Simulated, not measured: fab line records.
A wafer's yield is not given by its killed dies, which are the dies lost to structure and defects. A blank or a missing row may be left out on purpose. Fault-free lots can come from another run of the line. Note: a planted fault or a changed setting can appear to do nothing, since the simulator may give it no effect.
fab line records    flow sky130
record lots=11  wafers=33  last_day=50
route steps=708 shown METAL1@454 VIA1@460 VIA4@639 PAD_OPEN@708
lots with no fault: from the same line, run without faults
start_h: the number of hours between the record's first day and the start of the first shown wafer of the lot    wait_h: time in hours since the lot's previous step    " unchanged from the row above    L1.1+2: one row covering several wafers at once    - no value, or no start was given    * or withheld: withheld    < > ~ a bound
route shown NAME@n: NAME is a module with steps in the file, n the number in the route of the first one    usual: mean and standard deviation over wafers with no fault    same: alike in all rows    chamber/n: place in a boat    sites: readings site by site    _std_site: how widely they spread, as a standard deviation    _edge_site: the outer-site mean with the inner-site mean subtracted    radius_mm: for every site, how far away it sits from the centre of the wafer    mask NAME#n: copy n    behind: the last tool/chamber to shape the wafer    hold: the reason the lot was held/the length of the hold in hours/how it ended    device: the n, p or np transistor that did not switch    end of line: the route-end tests of the same wafers    step lacking rows: just its recipe    killed: count of dies lost to structure and defects at first sort (not the wafer's yield)    map: a wafer's dies, marking killed ones x, the rest . and places with no die _
set.NAME: the setting the step ran with; set.NAME@STEP: the setting that earlier step ran with    model.NAME: the simulator's own value behind a step, which no gauge read
steps of the route over a sample of lots; a table a step, a row a wafer
services: from which hour (start_h, from the record's first day; less than 0 if before it) a tool's chamber was out of use, for how many hours, and why
## steps
# step SKY_METAL1_STRIP_20
# recipe chemistry=O2/N2  power_w=1400  pressure_mtorr=1500  platen_temp_c=withheld  o2_flow_sccm=3000  n2_flow_sccm=300  overash_fraction=0.5
# usual drypump_motor_current_A=5.9/0.57  oes_product_au=0.343/0.0052  strip_time_to_endpoint_s=2.73/0.051
# same overash_fraction=0.5
lot.wafer  tool             chamber  start_h  wait_h  drypump_motor_current_A  oes_product_au  rf_hours_counter_h  strip_time_to_endpoint_s
L839.1     plasma_asher-03  0        767.12   0.1     6.1                      0.337           66                  2.72
L839.3     "                1        "        "       6.2                      0.341           -                   2.71
L839.5     "                1        "        "       6.2                      0.346           -                   2.69
L841.4     plasma_asher-02  0        775.40   0.1     5.0                      0.344           -                   2.69
L841.5     "                1        "        "       5.6                      0.346           -                   2.81
L841.6     "                0        "        "       5.0                      0.341           -                   2.73
L844.1     plasma_asher-03  0        803.83   0.2     6.0                      0.341           69                  2.65
L844.2     "                1        "        "       6.2                      0.329           69                  2.65
L844.4     "                0        "        "       6.0                      0.345           -                   2.68
L845.3     plasma_asher-04  0        807.75   0.1     6.4                      0.343           -                   2.71
L845.4     "                1        "        "       6.6                      0.341           -                   2.74
L845.6     "                1        "        "       6.6                      0.343           -                   2.68
L846.2     plasma_asher-02  0        824.10   0.1     5.0                      0.337           103                 2.67
L846.3     "                0        "        "       4.9                      0.345           -                   2.67
L846.5     "                0        "        "       5.0                      0.343           -                   2.69
L848.1     plasma_asher-03  1        841.15   0.1     6.2                      0.337           72                  2.72
L848.5     "                1        "        "       6.2                      0.345           -                   2.73
L848.6     "                0        "        "       6.0                      0.343           -                   2.84
L849.1     plasma_asher-02  0        841.50   0.1     5.0                      0.342           105                 2.70
L849.2     "                1        "        "       5.6                      0.347           105                 2.79
L849.4     "                0        "        "       5.0                      0.347           -                   2.72
L850.2     plasma_asher-04  1        844.37   0.1     6.6                      0.330           40                  2.75
L850.3     "                1        "        "       6.6                      0.354           -                   2.77
L850.6     "                1        "        "       6.6                      0.355           -                   2.76
L851.1     plasma_asher-03  0        849.72   0.1     6.0                      0.338           73                  2.68
L851.3     "                1        "        "       6.2                      0.340           -                   2.66
L851.5     "                0        "        "       6.0                      0.348           -                   2.75
L854.2     plasma_asher-03  1        878.15   0.1     6.2                      0.341           76                  2.72
L854.3     "                1        "        "       6.2                      0.339           -                   2.75
L854.5     "                1        "        "       6.2                      0.349           -                   2.76
L861.1     plasma_asher-03  1        920.80   0.1     6.2                      0.345           80                  2.68
L861.3     "                1        "        "       6.2                      0.335           -                   2.64
L861.5     "                1        "        "       6.2                      0.339           -                   2.68
# step SKY_VIA1_CMP_02
# recipe material=SiO2  down_force_psi=4  platen_rpm=60  pad_velocity_m_s=0.94248
# usual motor_current_A=12.0/0.99
lot.wafer  tool    chamber  start_h  wait_h  motor_current_A
L839.3     cmp-01  2        768.04   0.2     10.7
L839.1     "       1        "        "       10.4
L839.5     "       3        "        "       12.5
L841.4     cmp-02  3        776.23   0.0     12.4
L841.5     "       3        "        "       12.5
L841.6     "       0        "        "       13.7
L844.2     cmp-02  1        804.85   0.3     12.2
L844.4     "       2        "        "       11.2
L844.1     "       3        "        "       12.8
L845.4     cmp-02  1        808.59   0.1     12.4
L845.3     "       3        "        "       12.4
L845.6     "       0        "        "       13.7
L846.2     cmp-02  2        824.86   0.0     11.1
L846.3     "       0        "        "       12.8
L846.5     "       2        "        "       11.0
L848.1     cmp-02  3        841.96   0.1     12.7
L848.5     "       2        "        "       11.2
L848.6     "       3        "        "       13.0
L849.1     cmp-02  1        842.26   0.1     11.7
L849.2     "       2        "        "       11.3
L849.4     "       0        "        "       12.4
L850.3     cmp-01  1        846.95   1.8     10.4
L850.2     "       0        "        "       12.1
L850.6     "       2        "        "       11.2
L851.1     cmp-02  1        850.48   0.1     12.0
L851.3     "       0        "        "       13.3
L851.5     "       1        "        "       11.9
L854.2     cmp-01  1        878.91   0.0     10.1
L854.3     "       3        "        "       12.9
L854.5     "       1        "        "       10.3
L861.1     cmp-02  3        921.57   0.1     13.2
L861.3     "       1        "        "       12.3
L861.5     "       3        "        "       12.9
# step SKY_VIA1_ETCH_14
# recipe chemistry=N2/H2  target=BARC  ion_energy_ev=200  source_w=500  bias_w=100  pressure_mtorr=30  n2_flow_sccm=100  h2_flow_sccm=200  stop_on=SiO2  time_s=45.9  target_depth_a=600
# usual drypump_motor_current_A=5.9/0.37  oes_product_au=0.854/0.005  throttle_valve_pct=13.226/0.0088
lot.wafer  tool         chamber  start_h  wait_h  drypump_motor_current_A  oes_product_au  rf_hours_counter_h  throttle_valve_pct
L839.1     rie_diel-03  0        796.52   0.0     6.3                      0.854           22                  13.202
L839.3     "            2        "        "       6.3                      0.858           7                   13.230
L839.5     "            1        "        "       5.6                      0.849           -                   13.222
L841.4     rie_diel-03  3        803.11   0.0     6.1                      0.856           6                   13.240
L841.5     "            1        "        "       5.6                      0.859           -                   13.232
L841.6     "            2        "        "       6.3                      0.855           -                   13.237
L844.1     rie_diel-01  2        831.22   0.0     5.4                      0.860           10                  13.227
L844.2     "            3        "        "       5.4                      0.856           9                   13.238
L844.4     "            1        "        "       5.4                      0.856           10                  13.218
L845.3     rie_diel-04  1        835.87   0.0     5.7                      0.846           13                  13.221
L845.4     "            3        "        "       6.5                      0.845           9                   13.243
L845.6     "            3        "        "       6.5                      0.850           -                   13.226
L846.2     rie_diel-01  0        851.71   0.0     6.0                      0.849           17                  13.234
L846.3     "            2        "        "       5.4                      0.847           10                  13.226
L846.5     "            0        "        "       6.0                      0.850           -                   13.229
L848.1     rie_diel-01  0        868.71   0.0     6.0                      0.864           17                  13.231
L848.5     "            3        "        "       5.3                      0.850           -                   13.213
L848.6     "            2        "        "       5.4                      0.857           -                   13.221
L849.1     rie_diel-01  0        869.41   0.0     6.1                      0.858           17                  13.210
L849.2     "            2        "        "       5.4                      0.848           11                  13.224
L849.4     "            3        "        "       5.4                      0.853           10                  13.205
L850.2     rie_diel-03  3        873.88   0.0     6.1                      0.844           8                   13.228
L850.3     "            1        "        "       5.6                      0.852           11                  13.231
L850.6     "            1        "        "       5.6                      0.856           -                   13.236
L851.1     rie_diel-03  3        876.31   0.0     6.1                      0.846           8                   13.240
L851.3     "            2        "        "       6.3                      0.844           9                   13.221
L851.5     "            3        "        "       6.0                      0.854           -                   13.220
L854.2     rie_diel-03  2        906.06   0.0     6.3                      0.854           11                  13.237
L854.3     "            0        "        "       6.3                      0.854           1                   13.236
L854.5     "            2        "        "       6.3                      0.850           -                   13.210
L861.1     rie_diel-03  1        945.93   0.0     5.5                      0.853           14                  13.217
L861.3     "            0        "        "       6.3                      0.847           2                   13.220
L861.5     "            1        "        "       5.6                      0.853           -                   13.230
# step SKY_VIA4_HDPCVD_00
# recipe material=SiO2  target_thk_nm=1750  sigma_open_frac=0.3  time_s=291.7  temp_c=400  sih4_flow_sccm=60  pressure_mtorr=6
# usual sih4_flow_sccm=59.99/0.19
lot.wafer  tool       chamber  start_h  wait_h  sih4_flow_sccm
L839.1     hdpcvd-01  1        984.79   0.0     59.97
L839.3     "          2        "        "       59.85
L839.5     "          1        "        "       59.79
L841.4     hdpcvd-02  2        991.27   0.1     59.96
L841.5     "          1        "        "       60.06
L841.6     "          0        "        "       60.28
L844.1     hdpcvd-01  1        1015.41  0.0     60.31
L844.2     "          2        "        "       59.98
L844.4     "          1        "        "       60.20
L845.3     hdpcvd-02  1        1019.60  0.0     59.78
L845.4     "          0        "        "       59.86
L845.6     "          1        "        "       59.89
L846.2     hdpcvd-02  1        1033.10  0.0     59.67
L846.3     "          0        "        "       60.24
L846.5     "          2        "        "       60.00
L848.1     hdpcvd-02  0        1049.93  0.0     59.99
L848.5     "          2        "        "       59.81
L848.6     "          0        "        "       60.27
L849.1     hdpcvd-01  2        1049.99  0.0     59.96
L849.2     "          0        "        "       60.20
L849.4     "          1        "        "       60.00
L850.2     hdpcvd-01  1        1052.11  0.0     59.92
L850.3     "          2        "        "       60.13
L850.6     "          1        "        "       59.92
L851.1     hdpcvd-02  0        1052.85  0.0     60.05
L851.3     "          1        "        "       60.19
L851.5     "          0        "        "       60.09
L854.2     hdpcvd-02  0        1079.90  0.0     60.20
L854.3     "          1        "        "       71.85
L854.5     "          2        "        "       59.78
L861.1     hdpcvd-01  0        1114.96  0.0     60.04
L861.3     "          2        "        "       59.76
L861.5     "          1        "        "       60.08
# step SKY_VIA4_THK_MEAS_01
# recipe reads=SiO2_of_VIA4_HDPCVD_00
# usual VIA4_HDPCVD_THK=1748/20
lot.wafer  tool           chamber  start_h  wait_h  VIA4_HDPCVD_THK[nm]
L839.1     film_metro-04  -        984.97   0.1     1707
L839.3     "              -        "        "       1738
L839.5     "              -        "        "       1713
L841.4     film_metro-04  -        991.39   0.0     1740
L841.5     "              -        "        "       1711
L841.6     "              -        "        "       1708
L844.1     film_metro-03  -        1015.59  0.1     1704
L844.2     "              -        "        "       1744
L844.4     "              -        "        "       1720
L845.3     film_metro-04  -        1019.80  0.1     1754
L845.4     "              -        "        "       1755
L845.6     "              -        "        "       1721
L846.2     film_metro-01  -        1033.29  0.1     1718
L846.3     "              -        "        "       1727
L846.5     "              -        "        "       1738
L848.1     film_metro-04  -        1050.11  0.1     1748
L848.5     "              -        "        "       1753
L848.6     "              -        "        "       1734
L849.1     film_metro-01  -        1050.17  0.1     1728
L849.2     "              -        "        "       1745
L849.4     "              -        "        "       1720
L850.2     film_metro-04  -        1052.30  0.1     1741
L850.3     "              -        "        "       1782
L850.6     "              -        "        "       1751
L851.1     film_metro-04  -        1053.03  0.1     1728
L851.3     "              -        "        "       1741
L851.5     "              -        "        "       1721
L854.2     film_metro-04  -        1080.09  0.1     1753
L854.3     "              -        "        "       2098
L854.5     "              -        "        "       1775
L861.1     film_metro-04  -        1115.13  0.1     1754
L861.3     "              -        "        "       1756
L861.5     "              -        "        "       1739
# step SKY_PAD_OPEN_PROBE_99
# usual defect_limited_yield=82.5/1.9  killed_at_M0_to_M3=43/7.2  killed_at_M4_up=3.3/2  killed_at_contacts=25/5.8  killed_at_front_end=15/4.5  killed_at_other=0.3/0.62  killed_dies=86/9.4  killed_on_rim=17/3.7  killed_open=47/7.1  killed_short=39/6  sort_bin_3_pad_short=0.9/0.4  sort_bin_5_function=10.4/1.4  sort_bin_6_memory=6.2/1.1  sort_bin_8_speed=0.7/1.4  sort_n_pass=402/11  sort_yield_pct=81.7/2.2
# same gross_dies=492  killed_at_back_side=0  sort_bin_4_leakage[%]=0
lot.wafer  tool       chamber  start_h  wait_h  defect_limited_yield[%]  killed_at_M0_to_M3  killed_at_M4_up  killed_at_contacts  killed_at_front_end  killed_at_other  killed_dies  killed_on_rim  killed_open  killed_short  sort_bin_3_pad_short[%]  sort_bin_5_function[%]  sort_bin_6_memory[%]  sort_bin_8_speed[%]  sort_n_pass  sort_yield_pct[%]
L839.1     prober-01  -        1080.99  0.1     78.0                     58                  3                40                  6                    1                108          19             60           48            0                        13.2                    8.7                   0.4                  382          77.6
L839.3     prober-01  -        1081.09  0.2     79.9                     62                  3                25                  9                    0                99           23             52           47            1.0                      11.2                    7.9                   0.8                  389          79.1
L839.5     prober-01  -        1081.19  0.2     83.1                     53                  2                19                  8                    1                83           19             45           38            0.2                      12.0                    4.7                   1.8                  400          81.3
L841.4     prober-01  -        1086.35  0.2     82.5                     47                  5                17                  16                   1                86           17             50           35            0.6                      10.4                    6.5                   0.8                  402          81.7
L841.5     prober-01  -        1086.40  0.2     83.5                     46                  5                20                  10                   0                81           15             42           39            0.8                      10.2                    5.5                   0                    411          83.5
L841.6     prober-01  -        1086.45  0.2     81.9                     51                  1                18                  18                   1                89           12             49           39            1.0                      12.8                    4.3                   0.4                  401          81.5
L845.3     prober-01  -        1111.61  0.2     82.5                     48                  5                18                  14                   1                86           18             47           39            0.4                      10.6                    6.5                   0.2                  405          82.3
L845.4     prober-01  -        1111.66  0.2     83.9                     40                  1                28                  10                   0                79           12             42           37            0.6                      9.8                     5.7                   0.4                  411          83.5
L845.6     prober-01  -        1111.76  0.2     83.3                     48                  7                17                  9                    1                82           21             41           41            0.8                      9.3                     6.5                   0                    410          83.3
L846.2     prober-02  -        1122.80  0.1     81.3                     33                  5                38                  15                   1                92           18             55           36            1.0                      10.4                    7.3                   0.8                  396          80.5
L846.3     prober-02  -        1122.85  0.2     83.1                     39                  4                22                  18                   0                83           14             47           36            1.4                      7.9                     7.5                   0.6                  406          82.5
L846.5     prober-02  -        1122.95  0.2     80.9                     41                  5                30                  17                   1                94           21             51           43            1.0                      12.4                    5.7                   0.2                  397          80.7
L854.2     prober-02  -        1162.32  0.1     84.1                     43                  4                24                  7                    0                78           19             38           38            1.0                      8.3                     6.5                   0.2                  413          83.9
L854.3     prober-02  -        1162.37  0.2     80.9                     48                  7                27                  12                   0                94           21             47           43            1.2                      11.6                    6.3                   0.4                  396          80.5
L854.5     prober-02  -        1162.47  0.2     80.5                     48                  2                32                  13                   1                96           20             51           45            0.4                      12.8                    6.3                   0.6                  393          79.9
# killed by level:class
L839.1 LI_CONTACT:geometric_particle:open=16 VIA1:geometric_particle:open=15 CONTACT:geometric_particle:open=10 VIA2:geometric_particle:open=8 VIA1:geometric_particle:short=7 LOCAL_INTERCONNECT:geometric_particle:short=6 METAL1:geometric_particle:short=6 VIA3:geometric_particle:open=6
L839.3 VIA1:geometric_particle:open=20 METAL2:geometric_particle:short=8 CONTACT:geometric_particle:open=8 VIA1:geometric_particle:short=8 VIA3:geometric_particle:short=7 FIELD_ISO:geometric_particle:open=6 LI_CONTACT:geometric_particle:open=5 CONTACT:geometric_particle:short=5
L839.5 VIA1:geometric_particle:open=11 VIA2:geometric_particle:open=9 VIA1:geometric_particle:short=8 LI_CONTACT:geometric_particle:open=7 VIA3:geometric_particle:short=7 CONTACT:geometric_particle:open=5 VIA3:geometric_particle:open=5 METAL1:geometric_particle:short=4
L841.4 VIA1:geometric_particle:open=15 VIA2:geometric_particle:open=9 FIELD_ISO:geometric_particle:open=6 LI_CONTACT:geometric_particle:open=6 METAL2:geometric_particle:short=6 VIA3:geometric_particle:open=5 METAL1:geometric_particle:short=4 CONTACT:geometric_particle:open=4
L841.5 VIA1:geometric_particle:open=12 VIA1:geometric_particle:short=7 CONTACT:geometric_particle:open=6 CONTACT:geometric_particle:short=6 METAL1:geometric_particle:short=6 LI_CONTACT:geometric_particle:open=5 VIA2:geometric_particle:open=5 METAL2:geometric_particle:short=4
L841.6 VIA1:geometric_particle:open=14 VIA1:geometric_particle:short=9 VIA2:geometric_particle:open=7 LI_CONTACT:geometric_particle:open=7 METAL2:geometric_particle:short=6 POLY_GATE:geometric_particle:open=5 POLY_GATE:geometric_particle:short=5 METAL1:geometric_particle:short=4
L845.3 VIA1:geometric_particle:open=9 LI_CONTACT:geometric_particle:open=6 CONTACT:geometric_particle:open=6 METAL1:geometric_particle:short=6 VIA1:geometric_particle:short=6 VIA2:geometric_particle:open=6 VIA3:geometric_particle:open=5 FIELD_ISO:geometric_particle:short=4
L845.4 CONTACT:geometric_particle:open=13 VIA1:geometric_particle:open=7 METAL2:geometric_particle:short=7 CONTACT:geometric_particle:short=6 VIA2:geometric_particle:open=6 LI_CONTACT:geometric_particle:open=5 METAL1:geometric_particle:short=4 METAL3:geometric_particle:short=4
L845.6 VIA3:geometric_particle:open=17 METAL1:geometric_particle:short=7 VIA1:geometric_particle:open=7 METAL4:geometric_particle:short=6 LI_CONTACT:geometric_particle:open=5 METAL2:geometric_particle:short=5 POLY_GATE:geometric_particle:open=4 LOCAL_INTERCONNECT:geometric_particle:short=3
L846.2 CONTACT:geometric_particle:open=16 LI_CONTACT:geometric_particle:open=9 VIA1:geometric_particle:open=8 METAL1:geometric_particle:short=6 VIA3:geometric_particle:open=6 SPACER:geometric_particle:open=4 LI_CONTACT:geometric_particle:short=4 CONTACT:geometric_particle:short=4
L846.3 VIA1:geometric_particle:open=9 LI_CONTACT:geometric_particle:open=8 VIA3:geometric_particle:open=8 CONTACT:geometric_particle:open=6 FIELD_ISO:geometric_particle:short=5 POLY_GATE:geometric_particle:short=4 LOCAL_INTERCONNECT:geometric_particle:short=4 METAL1:geometric_particle:short=4
L846.5 CONTACT:geometric_particle:open=11 LI_CONTACT:geometric_particle:open=8 VIA1:geometric_particle:open=7 POLY_GATE:geometric_particle:open=6 VIA3:geometric_particle:open=6 METAL1:geometric_particle:short=6 LOCAL_INTERCONNECT:geometric_particle:short=5 METAL2:geometric_particle:short=5
L854.2 CONTACT:geometric_particle:open=9 VIA1:geometric_particle:short=8 METAL1:geometric_particle:short=7 VIA1:geometric_particle:open=6 VIA3:geometric_particle:short=6 VIA2:geometric_particle:open=6 LI_CONTACT:geometric_particle:open=4 VIA3:geometric_particle:open=4
L854.3 VIA1:geometric_particle:open=14 CONTACT:geometric_particle:open=9 LI_CONTACT:geometric_particle:open=8 METAL1:geometric_particle:short=7 VIA3:geometric_particle:open=6 VIA1:geometric_particle:short=6 METAL2:geometric_particle:short=6 POLY_GATE:geometric_particle:short=4
L854.5 LOCAL_INTERCONNECT:geometric_particle:short=10 VIA3:geometric_particle:open=10 CONTACT:geometric_particle:open=9 VIA1:geometric_particle:open=9 VIA2:geometric_particle:open=7 LI_CONTACT:geometric_particle:open=6 METAL1:geometric_particle:short=5 VIA1:geometric_particle:short=5
## services
tool             chamber  start_h  hours  kind
hdpcvd-02        -        754.72   2.8    pm
rie_diel-03      0        778.80   9.1    repair
cmp-02           -        797.39   0.8    repair
rie_diel-03      0        811.11   44.7   repair
hdpcvd-01        -        816.00   2.8    pm
rie_diel-03      -        817.02   0.5    repair
rie_diel-03      1        820.16   5.5    repair
plasma_asher-03  -        820.70   5.4    repair
plasma_asher-03  -        831.67   6.7    repair
cmp-02           -        843.65   5.6    pm
hdpcvd-02        2        871.08   3.3    repair
cmp-02           -        878.31   2.4    repair
cmp-02           -        889.56   1.7    repair
cmp-02           -        912.03   4.0    pm
rie_diel-03      2        939.01   9.2    repair
hdpcvd-02        -        950.33   15.0   pm
cmp-02           -        953.57   1.5    repair
cmp-02           -        969.65   7.7    pm
rie_diel-03      -        979.98   15.6   pm
plasma_asher-03  -        988.37   4.0    repair
rie_diel-03      2        1017.03  4.3    repair
plasma_asher-03  -        1063.39  3.1    repair
hdpcvd-01        2        1091.25  6.8    repair
hdpcvd-01        -        1092.62  1.5    repair
## key
first_sign step=SKY_VIA4_HDPCVD_00  reading=sih4_flow_sccm  direction=up  sigmas=64  usual=59.99  struck=71.85
effect step=SKY_VIA4_THK_MEAS_01  reading=VIA4_HDPCVD_THK  direction=up  sigmas=18  usual=1748  struck=2098
met_at SKY_VIA4_HDPCVD_00
struck_lots L854
struck_wafers L854.3
not_acting_at SKY_METAL1_STRIP_20,SKY_VIA1_CMP_02,SKY_VIA1_ETCH_14
onset_between 1052.85 1079.90
fault kind=process_parameter_drift  tool=hdpcvd-02  chamber=1  onset_h=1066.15  steps=SKY_VIA4_HDPCVD_00  channel=sih4_flow_sccm  offset=12  shape=step  end_h=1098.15  acts_in=these_recipes_only  stated=60
